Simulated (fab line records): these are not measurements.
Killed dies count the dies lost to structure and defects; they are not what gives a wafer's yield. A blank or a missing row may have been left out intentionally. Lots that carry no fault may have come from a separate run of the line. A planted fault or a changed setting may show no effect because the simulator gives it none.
fab line records	flow sfqLine
record lots=5	wafers=15	lastDay=87
route steps=325 shown M3@124 I3@133
lots that met no fault: taken from a fault-free run of the same line
startH: hours from the record's opening day to when the first of the lot's shown wafers began	waitH: hours since the lot's step before	" identical to the entry in the row above	L1.1+2: one row covering several wafers at once	- either no value or no given start	* or withheld: withheld	< > ~ a bound
route shown NAME@n: a module of which the file shows steps, and the number in the route of the first	usual: mean/standard deviation of fault-free wafers	same: alike in all rows	chamber/n: place in a boat	sites: the reading at each site	_std_site: standard deviation of those values	_edge_site: the outer-site mean with the inner-site mean subtracted	radiusMm: how far each site lies from the wafer's centre	mask NAME#n: copy n	behind: the tool/chamber that last shaped the wafer	hold: reason for holding the lot/hours on hold/outcome of the hold	device: transistor that didn't switch, given as n, p or np	end of line: at the end of the route, the tests of the same wafers	for a step that has no rows: nothing shown but its recipe	killed: the dies lost at the first sort to structure and to defects; this is not the yield of the wafer	map: shows each die of a wafer: x if killed, . if not, _ if none is there
set.NAME: the setting as run; set.NAME@STEP: as run at that earlier step	model.NAME: the simulator's own value behind a step, which no gauge read
lots seen at some steps along the route; tables by step, rows by wafer
services: from which hour (startH, from the record's first day; less than 0 if before it) a tool's chamber was out of use, for how many hours, and why
## steps
# step SFQ_TRILAYER_M3_LITHO_SOFTBAKE_079
# recipe tempC=withheld	timeS=withheld	resist=KrF
lot.wafer	tool	chamber	startH	waitH
L080.1+5+6	lithoTrack-04	0	929.07	0.2
L084.1+3+5	lithoTrack-04	0	954.27	0.2
L094.1+4+5	lithoTrack-04	0	1170.21	0.2
L095.4+5+6	lithoTrack-02	0	1175.08	0.2
L097.1+2+4	lithoTrack-03	0	1192.61	0.2
# step SFQ_TRILAYER_M3_LITHO_EXPOSE_076
# recipe maskId=M3	na=0.6	sourceShape=conventional	sigmaOuter=0.65	targetCdNm=500	doseMj=14.4
# usual reticleTempC=23.01/0.1
lot.wafer	tool	chamber	startH	waitH	mask	reticleTempC
L080.1	krfScanner-01	0	933.23	-	M3#0	22.89
L080.5	"	0	"	"	M3#0	23.09
L080.6	"	0	"	"	M3#0	23.26
L084.1	krfScanner-02	0	1090.50	-	M3#0	23.09
L084.3	"	0	"	"	M3#0	22.89
L084.5	"	0	"	"	M3#0	23.05
L094.1	krfScanner-01	0	1286.57	-	M3#0	22.85
L094.4	"	0	"	"	M3#0	22.93
L094.5	"	0	"	"	M3#0	22.90
L095.4	krfScanner-01	0	1290.77	-	M3#0	22.92
L095.5	"	0	"	"	M3#0	23.15
L095.6	"	0	"	"	M3#0	22.90
L097.1	krfScanner-01	0	1315.37	-	M3#0	23.04
L097.2	"	0	"	"	M3#0	23.00
L097.4	"	0	"	"	M3#0	23.05
# step SFQ_TRILAYER_M3_LITHO_PEB_078
# recipe pebTempC=115	pebTimeS=60	resist=KrF
lot.wafer	tool	chamber	startH	waitH
L080.1+5+6	lithoTrack-03	0	934.43	1.0
L084.1+3+5	lithoTrack-02	0	1091.70	1.0
L094.1+4+5	lithoTrack-02	0	1287.77	1.0
L095.4+5+6	lithoTrack-03	0	1291.45	0.5
L097.1+2+4	lithoTrack-02	0	1316.57	1.0
# step SFQ_TRILAYER_M3_LITHO_DEVELOP_077
# recipe timeS=60	resist=KrF
lot.wafer	tool	chamber	startH	waitH
L080.1+5+6	lithoTrack-03	0	934.58	0.1
L084.1+3+5	lithoTrack-02	0	1091.85	0.1
L094.1+4+5	lithoTrack-02	0	1287.92	0.1
L095.4+5+6	lithoTrack-03	0	1291.60	0.1
L097.1+2+4	lithoTrack-02	0	1316.72	0.1
# step SFQ_M3_OVL_MEAS_921
# usual M3_OVL=-4/6.3
lot.wafer	tool	chamber	startH	waitH	M3_OVL[nm]
L080.1	overlay-01	-	934.73	0.1	1
L080.5	"	-	"	"	-2
L080.6	"	-	"	"	-2
L084.1	overlay-01	-	1092.00	0.1	0
L084.3	"	-	"	"	-4
L084.5	"	-	"	"	-7
L094.1	overlay-01	-	1288.07	0.1	-5
L094.4	"	-	"	"	-2
L094.5	"	-	"	"	-11
L095.4	overlay-02	-	1291.69	0.1	-7
L095.5	"	-	"	"	-7
L095.6	"	-	"	"	-7
L097.1	overlay-01	-	1316.87	0.1	-4
L097.2	"	-	"	"	-3
L097.4	"	-	"	"	-1
# step SFQ_TRILAYER_M3_BARC_OPEN_METAL_ETCH_100
# recipe maskMaterial=PR	chemistry=O2	targetDepthNm=125	target=BARC	icpW=600	biasW=80	pressureMtorr=10	timeS=41.7
# usual drypumpMotorCurrentA=5.8/0.39	heBacksideLeakSccm=3.41/0.2	oesProductAu=0.685/0.0046
lot.wafer	tool	chamber	startH	waitH	drypumpMotorCurrentA	heBacksideLeakSccm	oesProductAu	rfHoursCounterH
L080.1	rieMetal-02	1	934.76	0.0	6.5	3.75	0.683	94
L080.5	"	1	"	"	6.5	3.53	0.683	-
L080.6	"	1	"	"	6.5	3.66	0.683	-
L084.1	rieMetal-03	1	1092.03	0.0	6.1	3.50	0.685	116
L084.3	"	1	"	"	6.1	3.52	0.684	-
L084.5	"	0	"	"	5.5	3.46	0.682	-
L094.1	rieMetal-03	1	1288.11	0.0	6.1	3.60	0.686	148
L094.4	"	0	"	"	5.5	3.30	0.686	-
L094.5	"	1	"	"	6.1	3.56	0.694	-
L095.4	rieMetal-04	0	1291.73	0.0	5.9	3.53	0.676	-
L095.5	"	0	"	"	5.9	3.39	0.688	-
L095.6	"	1	"	"	5.4	3.19	0.681	-
L097.1	rieMetal-02	0	1316.91	0.0	5.6	3.35	0.688	133
L097.2	"	1	"	"	6.5	3.45	0.687	11
L097.4	"	1	"	"	6.5	3.55	0.695	-
# step SFQ_TRILAYER_M3_ETCH_METAL_ETCH_078
# recipe target=Nb	stopOn=SiO2	maskMaterial=PR	chemistry=Cl2/Ar	targetDepthNm=240	icpW=600	biasW=80	pressureMtorr=10	timeS=120
# usual drypumpMotorCurrentA=5.8/0.38	heBacksideLeakSccm=3.5/0.45	oesProductAu=0.898/0.0075
lot.wafer	tool	chamber	startH	waitH	drypumpMotorCurrentA	heBacksideLeakSccm	oesProductAu	rfHoursCounterH
L080.1	rieMetal-02	1	934.88	0.1	6.5	3.7	0.904	94
L080.5	"	1	"	"	6.5	3.8	0.903	-
L080.6	"	1	"	"	6.5	3.7	0.909	-
L084.1	rieMetal-03	1	1092.09	0.0	6.1	3.6	0.903	116
L084.3	"	1	"	"	6.1	3.6	0.901	-
L084.5	"	0	"	"	5.6	3.4	0.895	-
L094.1	rieMetal-03	1	1288.17	0.0	6.1	3.5	0.901	148
L094.4	"	0	"	"	5.5	3.3	0.891	-
L094.5	"	1	"	"	6.1	3.5	0.893	-
L095.4	rieMetal-04	0	1291.81	0.1	5.9	3.3	0.907	-
L095.5	"	0	"	"	5.9	3.3	0.890	-
L095.6	"	1	"	"	5.3	3.4	0.902	-
L097.1	rieMetal-02	0	1316.97	0.0	5.6	3.5	0.886	133
L097.2	"	1	"	"	6.5	3.7	0.893	11
L097.4	"	1	"	"	6.5	3.8	0.889	-
# step SFQ_TRILAYER_M3_STRIP_STRIP_079
# recipe gas=O2	powerW=200	platenTempC=40	overashFraction=0.65	chemistry=O2	pressureMtorr=50
# usual drypumpMotorCurrentA=5.8/0.38	heBacksideLeakSccm=3.44/0.25	oesProductAu=0.999/0.0079
lot.wafer	tool	chamber	startH	waitH	drypumpMotorCurrentA	heBacksideLeakSccm	oesProductAu	rfHoursCounterH
L080.1	rieMetal-02	1	935.13	0.2	6.5	3.75	1.000	95
L080.5	"	1	"	"	6.5	3.94	1.000	-
L080.6	"	1	"	"	6.5	3.74	1.005	-
L084.1	rieMetal-03	1	1092.22	0.1	6.1	3.39	1.016	116
L084.3	"	1	"	"	6.1	3.45	1.015	-
L084.5	"	0	"	"	5.6	3.56	0.998	-
L094.1	rieMetal-03	1	1288.29	0.1	6.1	3.36	0.986	148
L094.4	"	0	"	"	5.6	3.17	0.987	-
L094.5	"	1	"	"	6.1	3.41	1.004	-
L095.4	rieMetal-04	0	1292.09	0.2	5.9	3.19	0.994	-
L095.5	"	0	"	"	5.9	3.25	0.987	-
L095.6	"	1	"	"	5.4	3.05	0.981	-
L097.1	rieMetal-02	0	1317.09	0.1	5.6	3.33	0.984	133
L097.2	"	1	"	"	6.5	3.78	1.004	12
L097.4	"	1	"	"	6.5	3.72	1.002	-
# step SFQ_TRILAYER_M3_STRIP_SOLV_CLEAN_080
# recipe chemistry=NMP	tempC=70	timeS=600
lot.wafer	tool	chamber	startH	waitH
L080.1+5+6	wetBench-04	3,2,4	936.33	1.0
L084.1+3+5	wetBench-04	4,1,3	1092.82	0.4
L094.1+4+5	wetBench-03	0,3,1	1288.89	0.4
L095.4+5+6	wetBench-04	6,5,1	1292.49	0.2
L097.1+2+4	wetBench-02	4,7,6	1317.69	0.4
# step SFQ_TRILAYER_I3_DEP_PECVD_081
# recipe material=SiO2	tempC=150	timeS=111.11	pressureTorr=2.4	rfW=183.3	precursor=SiH4/N2O	targetThkNm=500
# usual heaterPowerW=83/23	throttleValvePct=24.5/1.1
lot.wafer	tool	chamber	startH	waitH	heaterPowerW	throttleValvePct
L080.1	pecvd-03	0	936.51	0.0	59	25.0
L080.5	"	1	"	"	87	25.2
L080.6	"	0	"	"	61	25.2
L084.1	pecvd-03	0	1092.99	0.0	70	25.2
L084.3	"	1	"	"	79	25.1
L084.5	"	1	"	"	83	24.9
L094.1	pecvd-01	0	1289.07	0.0	72	23.0
L094.4	"	2	"	"	90	25.5
L094.5	"	0	"	"	59	23.1
L095.4	pecvd-02	1	1292.71	0.0	106	25.7
L095.5	"	2	"	"	35	26.0
L095.6	"	0	"	"	110	24.1
L097.1	pecvd-02	1	1317.87	0.0	96	25.4
L097.2	"	0	"	"	111	23.9
L097.4	"	0	"	"	92	23.9
# step SFQ_TRILAYER_I3_CMP_CMP_082
# recipe material=SiO2	downForcePsi=3	platenRpm=60	padVelocityMS=0.94248
# usual motorCurrentA=10.1/1.1	timeToEndpointS=216/7.1
lot.wafer	tool	chamber	startH	waitH	motorCurrentA	timeToEndpointS
L080.1	cmp-02	1	946.09	9.5	10.0	212
L080.5	"	1	948.09	11.5	9.5	212
L080.6	"	2	"	"	10.8	208
L084.1	cmp-01	3	1093.07	0.0	10.6	212
L084.3	"	2	1094.57	1.5	11.2	221
L084.5	"	3	"	"	11.0	221
L094.1	cmp-02	3	1290.80	1.7	8.7	205
L094.4	"	0	"	"	9.4	213
L094.5	"	0	1293.30	4.2	10.0	212
L095.4	cmp-01	0	1295.05	2.3	9.4	215
L095.6	"	3	1296.55	3.8	11.1	221
L095.5	"	0	"	"	9.5	220
L097.2	cmp-02	0	1319.77	1.9	9.9	216
L097.4	"	1	"	"	9.7	225
L097.1	"	3	1321.27	3.4	8.0	210
# step SFQ_I3_BOW_MEAS_922
# recipe mode=bow
# usual I3_BOW=2/8.3
lot.wafer	tool	chamber	startH	waitH	I3_BOW[um]
L080.1	filmMetro-04	-	949.09	2.5	-10
L080.5	"	-	"	"	-12
L080.6	"	-	"	"	-3
L084.1	filmMetro-04	-	1096.07	2.5	-4
L084.3	"	-	"	"	5
L084.5	"	-	"	"	17
L094.1	filmMetro-02	-	1293.80	2.5	1
L094.4	"	-	"	"	5
L094.5	"	-	"	"	-9
L095.4	filmMetro-02	-	1297.61	2.1	-2
L095.5	"	-	"	"	-14
L095.6	"	-	"	"	-14
L097.1	filmMetro-04	-	1322.77	1.0	-8
L097.2	"	-	"	"	1
L097.4	"	-	"	"	-9
# step SFQ_TRILAYER_I3_METRO_MEASURE_083
# usual thkNm=199.8/1
lot.wafer	tool	chamber	startH	waitH	thkNm
L080.1	filmMetro-04	-	949.21	0.1	200.7
L080.5	"	-	"	"	200.4
L080.6	"	-	"	"	201.1
L084.1	filmMetro-04	-	1096.19	0.1	201.5
L084.3	"	-	"	"	199.3
L084.5	"	-	"	"	201.3
L094.1	filmMetro-02	-	1293.92	0.1	198.4
L094.4	"	-	"	"	198.1
L094.5	"	-	"	"	198.0
L095.4	filmMetro-02	-	1298.27	0.6	201.1
L095.5	"	-	"	"	200.0
L095.6	"	-	"	"	200.1
L097.1	filmMetro-04	-	1322.89	0.1	200.3
L097.2	"	-	"	"	200.6
L097.4	"	-	"	"	200.9
# step SFQ_TRILAYER_I3_VIA_LITHO_COAT_090
# recipe resist=BARC	spinRpm=3000	resistThkNm=62
lot.wafer	tool	chamber	startH	waitH
L080.1+5+6	lithoTrack-03	0	950.41	1.0
L084.1+3+5	lithoTrack-04	0	1097.39	1.0
L094.1+4+5	lithoTrack-04	0	1295.12	1.0
L095.4+5+6	lithoTrack-03	0	1299.02	0.6
L097.1+2+4	lithoTrack-03	0	1324.09	1.0
# step SFQ_TRILAYER_I3_VIA_LITHO_COAT_085
# recipe resist=KrF	spinRpm=3000	resistThkNm=650
lot.wafer	tool	chamber	startH	waitH
L080.1+5+6	lithoTrack-03	0	950.71	0.2
L084.1+3+5	lithoTrack-04	0	1097.69	0.2
L094.1+4+5	lithoTrack-04	0	1295.42	0.2
L095.4+5+6	lithoTrack-03	0	1299.32	0.2
L097.1+2+4	lithoTrack-03	0	1324.39	0.2
# step SFQ_TRILAYER_I3_VIA_LITHO_SOFTBAKE_089
# recipe tempC=withheld	timeS=withheld	resist=KrF
lot.wafer	tool	chamber	startH	waitH
L080.1+5+6	lithoTrack-03	0	951.01	0.2
L084.1+3+5	lithoTrack-04	0	1097.99	0.2
L094.1+4+5	lithoTrack-04	0	1295.72	0.2
L095.4+5+6	lithoTrack-03	0	1299.54	0.2
L097.1+2+4	lithoTrack-03	0	1324.69	0.2
# step SFQ_TRILAYER_I3_VIA_LITHO_EXPOSE_086
# recipe maskId=I3	na=0.6	sourceShape=conventional	sigmaOuter=0.65	targetCdNm=500	doseMj=21.3
# usual reticleTempC=22.99/0.11
lot.wafer	tool	chamber	startH	waitH	mask	reticleTempC
L080.1	krfScanner-02	0	1085.70	-	I3#0	22.97
L080.5	"	0	"	"	I3#0	22.95
L080.6	"	0	"	"	I3#0	22.94
L084.1	krfScanner-01	0	1098.14	-	I3#0	22.79
L084.3	"	0	"	"	I3#0	22.98
L084.5	"	0	"	"	I3#0	22.97
L094.1	krfScanner-02	0	1295.87	-	I3#0	23.10
L094.4	"	0	"	"	I3#0	23.07
L094.5	"	0	"	"	I3#0	22.82
L095.4	krfScanner-02	0	1301.27	-	I3#0	22.91
L095.5	"	0	"	"	I3#0	22.93
L095.6	"	0	"	"	I3#0	22.97
L097.1	krfScanner-02	0	1441.37	-	I3#0	22.92
L097.2	"	0	"	"	I3#0	22.99
L097.4	"	0	"	"	I3#0	23.07
# step SFQ_TRILAYER_I3_VIA_LITHO_PEB_088
# recipe pebTempC=115	pebTimeS=60	resist=KrF
lot.wafer	tool	chamber	startH	waitH
L080.1+5+6	lithoTrack-01	0	1086.90	1.0
L084.1+3+5	lithoTrack-01	0	1099.34	1.0
L094.1+4+5	lithoTrack-03	0	1297.07	1.0
L095.4+5+6	lithoTrack-01	0	1301.94	0.5
L097.1+2+4	lithoTrack-04	0	1442.57	1.0
# step SFQ_TRILAYER_I3_VIA_LITHO_DEVELOP_087
# recipe timeS=60	resist=KrF
lot.wafer	tool	chamber	startH	waitH
L080.1+5+6	lithoTrack-01	0	1087.05	0.1
L084.1+3+5	lithoTrack-01	0	1099.49	0.1
L094.1+4+5	lithoTrack-03	0	1297.22	0.1
L095.4+5+6	lithoTrack-01	0	1302.09	0.1
L097.1+2+4	lithoTrack-04	0	1442.72	0.1
# step SFQ_I3_OVL_MEAS_923
# usual I3_OVL=-3/5.9
lot.wafer	tool	chamber	startH	waitH	I3_OVL[nm]
L080.1	overlay-02	-	1087.20	0.1	-6
L080.5	"	-	"	"	-8
L080.6	"	-	"	"	-14
L084.1	overlay-02	-	1099.64	0.1	-2
L084.3	"	-	"	"	3
L084.5	"	-	"	"	5
L094.1	overlay-02	-	1297.37	0.1	-7
L094.4	"	-	"	"	-2
L094.5	"	-	"	"	-4
L095.4	overlay-02	-	1302.19	0.1	0
L095.5	"	-	"	"	-2
L095.6	"	-	"	"	-4
L097.1	overlay-01	-	1442.87	0.1	-4
L097.2	"	-	"	"	-1
L097.4	"	-	"	"	0
# step SFQ_TRILAYER_I3_VIA_BARC_OPEN_VIA_ETCH_121
# recipe maskMaterial=PR	chemistry=O2	targetDepthNm=125	target=BARC	sourceW=500	biasW=80	pressureMtorr=30	timeS=41.7
# usual drypumpMotorCurrentA=6.0/0.43	oesProductAu=0.685/0.0045
lot.wafer	tool	chamber	startH	waitH	drypumpMotorCurrentA	oesProductAu	rfHoursCounterH
L080.1	rieDiel-02	3	1087.23	0.0	5.1	0.681	0
L080.5	"	0	"	"	5.4	0.680	-
L080.6	"	3	"	"	5.1	0.687	-
L084.1	rieDiel-04	0	1099.68	0.0	5.8	0.687	13
L084.3	"	3	"	"	5.8	0.686	5
L084.5	"	2	"	"	6.3	0.682	-
L094.1	rieDiel-03	3	1297.41	0.0	6.2	0.686	11
L094.4	"	2	"	"	6.3	0.691	13
L094.5	"	3	"	"	6.2	0.675	-
L095.4	rieDiel-03	2	1302.23	0.0	6.3	0.684	-
L095.5	"	0	"	"	6.7	0.679	-
L095.6	"	1	"	"	6.2	0.692	-
L097.1	rieDiel-04	1	1442.91	0.0	6.1	0.687	12
L097.2	"	3	"	"	5.8	0.690	10
L097.4	"	2	"	"	6.2	0.675	14
# step SFQ_TRILAYER_I3_VIA_ETCH_VIA_ETCH_088
# recipe target=SiO2	stopOn=Nb	maskMaterial=PR	taperDeg=20	chemistry=CHF3	targetDepthNm=260	sourceW=500	biasW=80	pressureMtorr=30	timeS=withheld
# usual drypumpMotorCurrentA=6.0/0.43	oesProductAu=0.854/0.0047
lot.wafer	tool	chamber	startH	waitH	drypumpMotorCurrentA	oesProductAu
L080.1	rieDiel-02	3	1087.29	0.0	5.1	0.861
L080.5	"	0	"	"	5.4	0.856
L080.6	"	3	"	"	5.1	0.856
L084.1	rieDiel-04	0	1099.72	0.0	5.8	0.856
L084.3	"	3	"	"	5.8	0.847
L084.5	"	2	"	"	6.2	0.852
L094.1	rieDiel-03	3	1297.44	0.0	6.2	0.852
L094.4	"	2	"	"	6.2	0.848
L094.5	"	3	"	"	6.2	0.855
L095.4	rieDiel-03	2	1302.30	0.1	6.3	0.849
L095.5	"	0	"	"	6.7	0.853
L095.6	"	1	"	"	6.2	0.856
L097.1	rieDiel-04	1	1442.95	0.0	6.2	0.852
L097.2	"	3	"	"	5.8	0.857
L097.4	"	2	"	"	6.2	0.853
## services
tool	chamber	startH	hours	kind
krfScanner-01	-	908.25	0.8	pm
rieMetal-02	0	930.69	5.6	repair
krfScanner-02	-	952.90	0.1	repair
krfScanner-02	-	960.15	0.6	repair
krfScanner-01	-	982.43	1.0	pm
krfScanner-02	-	983.75	1.3	pm
krfScanner-02	-	993.45	1.0	pm
rieMetal-03	-	994.66	2.8	pm
rieMetal-03	0	1009.15	10.0	repair
krfScanner-01	-	1021.11	1.5	repair
rieMetal-02	0	1038.25	2.3	repair
krfScanner-01	-	1056.16	1.3	pm
krfScanner-01	-	1077.17	0.8	pm
krfScanner-01	-	1123.03	0.2	repair
krfScanner-02	-	1127.70	4.0	pm
krfScanner-01	-	1134.60	4.4	pm
krfScanner-01	-	1150.98	1.0	pm
krfScanner-02	-	1158.30	1.3	pm
krfScanner-02	-	1161.87	1.0	pm
rieMetal-02	-	1165.26	0.6	repair
rieMetal-02	-	1282.96	0.4	repair
rieMetal-02	1	1349.05	4.8	repair
rieMetal-02	-	1357.02	0.9	repair
rieMetal-02	-	1416.06	1.4	pm
## key
fault none
